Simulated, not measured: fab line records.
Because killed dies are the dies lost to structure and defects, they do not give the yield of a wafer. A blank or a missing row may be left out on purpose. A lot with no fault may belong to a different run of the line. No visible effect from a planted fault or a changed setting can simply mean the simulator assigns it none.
What tool caused it? :: flow sky130 :: 12 lots, 36 wafers sampled, at 4 steps of a route of 708

## WHAT THE GAUGES SHOWED, per wafer
SKY_VIA3_OVL_MEAS_13. Usual: for VIA3_OVL the level is -3 nm and the standard deviation is 5.9.
lot: L568
measured: day 40 00:50
on: overlay-01
VIA3_OVL (nm): -7 0 -7
flag: 

lot: L569
measured: day 40 04:08
on: overlay-02
VIA3_OVL (nm): -11 0 -7
flag: 

lot: L570
measured: day 40 09:04
on: overlay-01
VIA3_OVL (nm): -3 -6 -1
flag: 

lot: L574
measured: day 42 00:53
on: overlay-02
VIA3_OVL (nm): 1 0 4
flag: 

lot: L576
measured: day 43 00:03
on: overlay-01
VIA3_OVL (nm): -7 2 -7
flag: 

lot: L577
measured: day 43 05:40
on: overlay-02
VIA3_OVL (nm): -6 4 -9
flag: 

lot: L581
measured: day 43 19:38
on: overlay-02
VIA3_OVL (nm): -1 -1 -2
flag: 

lot: L580
measured: day 44 03:53
on: overlay-01
VIA3_OVL (nm): -4 0 2
flag: 

lot: L583
measured: day 44 13:29
on: overlay-02
VIA3_OVL (nm): -4 -4 -1
flag: 

lot: L582
measured: day 44 15:34
on: overlay-01
VIA3_OVL (nm): 2 -2 -1
flag: 

lot: L585
measured: day 44 23:02
on: overlay-02
VIA3_OVL (nm): 2 -6 -1
flag: 

lot: L589
measured: day 45 17:34
on: overlay-01
VIA3_OVL (nm): 3 6 -1
flag: 

## TOOL THAT RAN EACH LOT (tool first, then ch and the chambers of the sampled wafers, then the start)
lot: L568
SKY_METAL1_ETCH_18: rie-metal-01 ch 0,1, day 33 04:35
SKY_METAL3_DESCUM_15: rie-metal-02 ch 0,1, day 38 22:07
SKY_VIA3_CMP_02: cmp-02 ch 0,1,3, day 38 23:38

lot: L569
SKY_METAL1_ETCH_18: rie-metal-04 ch 0,1, day 33 09:13
SKY_METAL3_DESCUM_15: rie-metal-04 ch 0, day 39 01:10
SKY_VIA3_CMP_02: cmp-02 ch 0,1,2, day 39 02:52

lot: L570
SKY_METAL1_ETCH_18: rie-metal-04 ch 0, day 33 16:13
SKY_METAL3_DESCUM_15: rie-metal-02 ch 0,1, day 39 07:00
SKY_VIA3_CMP_02: cmp-02 ch 1,2, day 39 08:23

lot: L574
SKY_METAL1_ETCH_18: rie-metal-03 ch 0, day 35 10:44
SKY_METAL3_DESCUM_15: rie-metal-01 ch 0,1, day 40 23:41
SKY_VIA3_CMP_02: cmp-01 ch 0,3, day 41 00:57

lot: L576
SKY_METAL1_ETCH_18: rie-metal-04 ch 0,1, day 36 12:14
SKY_METAL3_DESCUM_15: rie-metal-02 ch 0,1, day 41 22:59
SKY_VIA3_CMP_02: cmp-01 ch 0,2,3, day 42 00:33

lot: L577
SKY_METAL1_ETCH_18: rie-metal-04 ch 0,1, day 36 18:09
SKY_METAL3_DESCUM_15: rie-metal-04 ch 0,1, day 42 05:16
SKY_VIA3_CMP_02: cmp-02 ch 2,3, day 42 06:29

lot: L581
SKY_METAL1_ETCH_18: rie-metal-01 ch 0, day 37 11:08
SKY_METAL3_DESCUM_15: rie-metal-02 ch 0,1, day 42 19:41
SKY_VIA3_CMP_02: cmp-02 ch 1,2, day 42 20:52

lot: L580
SKY_METAL1_ETCH_18: rie-metal-03 ch 0, day 37 18:19
SKY_METAL3_DESCUM_15: rie-metal-02 ch 0,1, day 43 04:13
SKY_VIA3_CMP_02: cmp-02 ch 0,1,3, day 43 05:24

lot: L583
SKY_METAL1_ETCH_18: rie-metal-03 ch 0, day 38 07:49
SKY_METAL3_DESCUM_15: rie-metal-01 ch 0,1, day 43 13:55
SKY_VIA3_CMP_02: cmp-02 ch 1,2,3, day 43 15:05

lot: L582
SKY_METAL1_ETCH_18: rie-metal-01 ch 0, day 38 08:22
SKY_METAL3_DESCUM_15: rie-metal-01 ch 0,1, day 43 15:22
SKY_VIA3_CMP_02: cmp-01 ch 0,1,3, day 43 17:07

lot: L585
SKY_METAL1_ETCH_18: rie-metal-01 ch 0, day 38 18:52
SKY_METAL3_DESCUM_15: rie-metal-01 ch 0,1, day 43 23:11
SKY_VIA3_CMP_02: cmp-02 ch 0,1, day 44 00:22

lot: L589
SKY_METAL1_ETCH_18: rie-metal-01 ch 0,1, day 39 16:17
SKY_METAL3_DESCUM_15: rie-metal-02 ch 0,1, day 44 19:07
SKY_VIA3_CMP_02: cmp-01 ch 0,1,2, day 44 20:16
- SKY_METAL1_ETCH_18: etches BARC in N2/H2, stops on SiO2, time 45.9 s, target depth 60 nm.
- SKY_METAL3_DESCUM_15: chemistry O2, time 8 s.
- SKY_VIA3_CMP_02: polishes SiO2.

## AS READ BY THE TOOLS THEMSELVES (means over the sampled wafers that have a number; for cases with no such wafer, the mark the record gives instead)
SKY_METAL1_ETCH_18. Usual: bias-w 100.00 W, standard deviation 0.26; drypump-motor-current-A 5.83 A, standard deviation 0.26; oes-product-au 0.855 a.u., standard deviation 0.0045; throttle-valve-pct 13.225 %, standard deviation 0.0089.
lot: L568
tool: rie-metal-01
bias-w (W): 100.01
drypump-motor-current-A (A): 5.82
oes-product-au (a.u.): 0.857
throttle-valve-pct (%): 13.227
flag: 

lot: L569
tool: rie-metal-04
bias-w (W): 100.07
drypump-motor-current-A (A): 5.63
oes-product-au (a.u.): 0.854
throttle-valve-pct (%): 13.227
flag: 

lot: L570
tool: rie-metal-04
bias-w (W): 99.92
drypump-motor-current-A (A): 6.20
oes-product-au (a.u.): 0.852
throttle-valve-pct (%): 13.232
flag: 

lot: L574
tool: rie-metal-03
bias-w (W): 99.92
drypump-motor-current-A (A): 5.78
oes-product-au (a.u.): 0.854
throttle-valve-pct (%): 13.229
flag: 

lot: L576
tool: rie-metal-04
bias-w (W): 100.02
drypump-motor-current-A (A): 5.89
oes-product-au (a.u.): 0.857
throttle-valve-pct (%): 13.222
flag: 

lot: L577
tool: rie-metal-04
bias-w (W): 100.00
drypump-motor-current-A (A): 5.62
oes-product-au (a.u.): 0.852
throttle-valve-pct (%): 13.222
flag: 

lot: L581
tool: rie-metal-01
bias-w (W): 100.23
drypump-motor-current-A (A): 6.01
oes-product-au (a.u.): 0.857
throttle-valve-pct (%): 13.223
flag: 

lot: L580
tool: rie-metal-03
bias-w (W): 99.81
drypump-motor-current-A (A): 5.78
oes-product-au (a.u.): 0.852
throttle-valve-pct (%): 13.225
flag: 

lot: L583
tool: rie-metal-03
bias-w (W): 99.53
drypump-motor-current-A (A): 5.78
oes-product-au (a.u.): 0.860
throttle-valve-pct (%): 13.219
flag: 

lot: L582
tool: rie-metal-01
bias-w (W): 99.97
drypump-motor-current-A (A): 6.04
oes-product-au (a.u.): 0.855
throttle-valve-pct (%): 13.222
flag: 

lot: L585
tool: rie-metal-01
bias-w (W): 99.84
drypump-motor-current-A (A): 6.02
oes-product-au (a.u.): 0.856
throttle-valve-pct (%): 13.226
flag: 

lot: L589
tool: rie-metal-01
bias-w (W): 99.83
drypump-motor-current-A (A): 5.84
oes-product-au (a.u.): 0.858
throttle-valve-pct (%): 13.227
flag: 

SKY_METAL3_DESCUM_15. Usual: drypump-motor-current-A 5.95 A, standard deviation 0.21; oes-product-au 0.998 a.u., standard deviation 0.011.
lot: L568
tool: rie-metal-02
drypump-motor-current-A (A): 6.07
oes-product-au (a.u.): 0.997
flag: 

lot: L569
tool: rie-metal-04
drypump-motor-current-A (A): 6.14
oes-product-au (a.u.): 1.013
flag: 

lot: L570
tool: rie-metal-02
drypump-motor-current-A (A): 6.07
oes-product-au (a.u.): 0.997
flag: 

lot: L574
tool: rie-metal-01
drypump-motor-current-A (A): 5.93
oes-product-au (a.u.): 1.000
flag: 

lot: L576
tool: rie-metal-02
drypump-motor-current-A (A): 5.97
oes-product-au (a.u.): 0.991
flag: 

lot: L577
tool: rie-metal-04
drypump-motor-current-A (A): 5.62
oes-product-au (a.u.): 0.999
flag: 

lot: L581
tool: rie-metal-02
drypump-motor-current-A (A): 6.07
oes-product-au (a.u.): 0.989
flag: 

lot: L580
tool: rie-metal-02
drypump-motor-current-A (A): 5.97
oes-product-au (a.u.): 0.994
flag: 

lot: L583
tool: rie-metal-01
drypump-motor-current-A (A): 5.93
oes-product-au (a.u.): 0.996
flag: 

lot: L582
tool: rie-metal-01
drypump-motor-current-A (A): 5.83
oes-product-au (a.u.): 0.999
flag: 

lot: L585
tool: rie-metal-01
drypump-motor-current-A (A): 5.83
oes-product-au (a.u.): 1.001
flag: 

lot: L589
tool: rie-metal-02
drypump-motor-current-A (A): 6.07
oes-product-au (a.u.): 0.997
flag: 

SKY_VIA3_CMP_02. Usual: head-pressure-psi 3.999 psi, standard deviation 0.0086; motor-current-A 12.0 A, standard deviation 1.5; slurry-flow-ml-min 150.0, standard deviation 0.46.
lot: L568
tool: cmp-02
head-pressure-psi (psi): 3.992
motor-current-A (A): 12.4
slurry-flow-ml-min: 150.0
flag: 

lot: L569
tool: cmp-02
head-pressure-psi (psi): 4.002
motor-current-A (A): 11.2
slurry-flow-ml-min: 149.5
flag: 

lot: L570
tool: cmp-02
head-pressure-psi (psi): 4.002
motor-current-A (A): 12.2
slurry-flow-ml-min: 150.3
flag: 

lot: L574
tool: cmp-01
head-pressure-psi (psi): 4.000
motor-current-A (A): 10.5
slurry-flow-ml-min: 150.0
flag: 

lot: L576
tool: cmp-01
head-pressure-psi (psi): 4.003
motor-current-A (A): 11.4
slurry-flow-ml-min: 149.7
flag: 

lot: L577
tool: cmp-02
head-pressure-psi (psi): 3.994
motor-current-A (A): 11.6
slurry-flow-ml-min: 150.0
flag: 

lot: L581
tool: cmp-02
head-pressure-psi (psi): 4.004
motor-current-A (A): 11.0
slurry-flow-ml-min: 150.1
flag: 

lot: L580
tool: cmp-02
head-pressure-psi (psi): 3.993
motor-current-A (A): 12.1
slurry-flow-ml-min: 149.7
flag: 

lot: L583
tool: cmp-02
head-pressure-psi (psi): 4.003
motor-current-A (A): 12.3
slurry-flow-ml-min: 149.8
flag: 

lot: L582
tool: cmp-01
head-pressure-psi (psi): 3.994
motor-current-A (A): 11.6
slurry-flow-ml-min: 149.4
flag: 

lot: L585
tool: cmp-02
head-pressure-psi (psi): 3.997
motor-current-A (A): 11.8
slurry-flow-ml-min: 150.4
flag: 

lot: L589
tool: cmp-01
head-pressure-psi (psi): 4.001
motor-current-A (A): 12.7
slurry-flow-ml-min: 149.5
flag: 

## THE ANSWER, worked out from the rows above alone
Rule: a lot is off if the mean of its wafers that have a number lies more than 3 standard deviations from the usual mean. A lot without any number at a reading at which 4 lots or more have one is off too. All remaining lots with rows at the step are treated as sound. First the gauges in route order, then the tools' own readings, where a lot's mean is used as printed above. At the first step where some lot is off, the reading lying furthest off is the one used; lots without a number count as furthest.
Nothing can be told from this: no lot is off at any reading shown.

## WHAT THE SIMULATOR HAD INSERTED
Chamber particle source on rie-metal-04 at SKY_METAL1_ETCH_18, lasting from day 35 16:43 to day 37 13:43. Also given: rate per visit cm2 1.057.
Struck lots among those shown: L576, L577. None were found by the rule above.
